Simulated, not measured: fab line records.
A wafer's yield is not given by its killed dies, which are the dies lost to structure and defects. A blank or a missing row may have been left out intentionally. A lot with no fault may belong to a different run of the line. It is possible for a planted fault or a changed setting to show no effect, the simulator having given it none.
Which tool did it?    flow gf180mcu    21 wafers from 7 lots sampled at 2 of the route's 602 steps

WHAT EACH GAUGE READ, for each wafer
GF_HV_LDD_RS_MEAS_53: measures by four-point-probe.
lot   measured      on             HV_LDD_RS (ohm/sq)
L976  day 12 13:55  film metro-04  419.9 421.3 419.0
L979  day 13 15:09  film metro-01  418.8 419.2 418.6
L981  day 14 09:37  film metro-04  419.2 418.6 417.7
L983  day 15 08:29  film metro-01  415.7 416.6 416.5
L990  day 17 21:01  film metro-03  417.7 417.9 417.1
L996  day 19 11:12  film metro-01  418.7 418.1 418.2
L998  day 20 03:35  film metro-01  417.8 417.9 419.2

WHICH TOOL RAN EACH LOT (tool, then ch and the chambers of the sampled wafers, then the start)
lot   GF_HV_LDD_IMPLANT_34
L976  implanter-02 ch 0, day 11 18:11
L979  implanter-04 ch 0, day 12 19:20
L981  implanter-02 ch 0, day 13 11:41
L983  implanter-02 ch 0, day 14 11:00
L990  implanter-04 ch 0, day 16 21:52
L996  implanter-03 ch 0, day 18 09:32
L998  implanter-02 ch 0, day 19 02:34
- GF_HV_LDD_IMPLANT_34

THE ANSWER, worked out from the rows above alone
Rule: the lots themselves supply what counts as usual. The widest of any qualifying gaps counts: lots, ordered by their means at a reading, are off when they make up no more than a third of the lots, leave a main group of 4 or more, and stand apart from it by 3 or more times the standard deviation of that group's means. The tables above print the reading to a certain number of digits; a main group whose means all agree to those digits is not used. A lot without any number at a reading at which 4 lots or more have one is off too. All remaining lots with rows at the step are treated as sound.
No lot is off at any reading shown: from this, nothing can be told.

WHAT WAS PUT IN BY THE SIMULATOR
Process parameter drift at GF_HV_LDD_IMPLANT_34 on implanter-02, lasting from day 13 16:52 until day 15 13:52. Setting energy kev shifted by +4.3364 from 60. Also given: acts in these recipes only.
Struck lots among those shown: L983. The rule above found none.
